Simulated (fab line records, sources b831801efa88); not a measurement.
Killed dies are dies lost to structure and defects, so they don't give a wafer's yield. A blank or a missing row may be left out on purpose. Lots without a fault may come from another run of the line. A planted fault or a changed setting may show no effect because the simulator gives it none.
Split-lot experiment | flow gf180mcu | 5 lots, 23 wafers read, on a route of 602 steps

THE SPLIT
At GF_VT_IMPLANT_IMPLANT_19, the setting dose_cm2 was moved away from the recipe's 4.35e+12 on 8 of the 23 wafers read, by +8.2% to +14.3%. The other wafers ran this setting at the recipe's value.

FROM THE SPLIT TO THE READING: what the file shows between them, 1 step
- GF_VT_IMPLANT_STRIP_20: strips in O2/N2

THE READING
VT_IMPLANT_2_TW, at GF_VT_IMPLANT_TW_MEAS_21. Fault-free wafers of this fab line usually give 1215, standard deviation 18.

wafer  | tool, chamber at the split | dose_cm2 as run | against the recipe | VT_IMPLANT_2_TW | against lot-mates on the recipe
L074.1 | implanter-02, 0            | 4.35e+12        | recipe             | 1199            | -
L074.2 | implanter-02, 0            | 4.35e+12        | recipe             | 1204            | -
L074.3 | implanter-02, 0            | 4.35e+12        | recipe             | 1200            | -
L074.4 | implanter-02, 0            | 4.706e+12       | +8.2%              | 1230            | +29
L074.5 | implanter-02, 0            | 4.706e+12       | +8.2%              | 1228            | +27
L076.2 | implanter-04, 0            | 4.35e+12        | recipe             | 1204            | -
L076.3 | implanter-04, 0            | 4.35e+12        | recipe             | 1214            | -
L076.6 | implanter-04, 0            | 4.35e+12        | recipe             | 1201            | -
L077.1 | implanter-03, 0            | 4.971e+12       | +14.3%             | 1251            | +48
L077.3 | implanter-03, 0            | 4.971e+12       | +14.3%             | 1251            | +48
L077.4 | implanter-03, 0            | 4.35e+12        | recipe             | 1198            | -
L077.5 | implanter-03, 0            | 4.35e+12        | recipe             | 1209            | -
L077.6 | implanter-03, 0            | 4.971e+12       | +14.3%             | 1262            | +58
L082.2 | implanter-03, 0            | 4.35e+12        | recipe             | 1196            | -
L082.3 | implanter-03, 0            | 4.821e+12       | +10.8%             | 1230            | +40
L082.4 | implanter-03, 0            | 4.35e+12        | recipe             | 1185            | -
L082.5 | implanter-03, 0            | 4.821e+12       | +10.8%             | 1236            | +46
L082.6 | implanter-03, 0            | 4.821e+12       | +10.8%             | 1235            | +44
L084.1 | implanter-03, 0            | 4.35e+12        | recipe             | 1226            | -
L084.2 | implanter-03, 0            | 4.35e+12        | recipe             | 1234            | -
L084.3 | implanter-03, 0            | 4.35e+12        | recipe             | 1228            | -
L084.4 | implanter-03, 0            | 4.35e+12        | recipe             | 1230            | -
L084.5 | implanter-03, 0            | 4.35e+12        | recipe             | 1229            | -

THE FIT
A straight line over all 23 wafers: VT_IMPLANT_2_TW changes by +2.73 for each +1% of dose_cm2; r = +0.78; the points scatter about the line by 13.
The same after taking each lot's own level away (the mean of its wafers on the recipe; 23 wafers): +3.69 for each +1%; r = +0.98; scatter 4.4.
On that fit, the largest move of dose_cm2 shifts the reading by 53.
The lots' own levels span 1190.5 to 1229.4, that is 2.2 times the standard deviation above.
So the lot-to-lot level blurs the effect unless lot-mates are compared.
Check: with one of the wafers moved furthest among these (+14.3%) left out of the fit, the line predicts +53.9 for it against its lot-mates. It came out at +47.5 against them.

OTHER SPLITS ON THESE WAFERS
These wafers also went through other splits before the reading. Each is held against what the fit with the lots' levels taken away leaves over:
other split on the same wafers      | wafers away from the commonest value | r with VT_IMPLANT_2_TW (lot level and that fit taken away)
GF_STI_CVD_03 pressure_mtorr        | 15                                   | +0.24
GF_STI_OXIDATION_21 temp_c          | 10                                   | -0.19
GF_LVPWELL_IMPLANT_08 energy_kev    | 9                                    | +0.18
GF_MVPSD_COAT_02 resist_thk_nm      | 9                                    | +0.03
GF_MVPSD_STRIP_10 pressure_mtorr    | 15                                   | +0.00
GF_VT_IMPLANT_DEVELOP_17 dev_temp_c | 10                                   | +0.06

THE FILE'S OWN FIT
VT_IMPLANT_2_TW changes by +3.68 for each +1% of dose_cm2, r = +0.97.
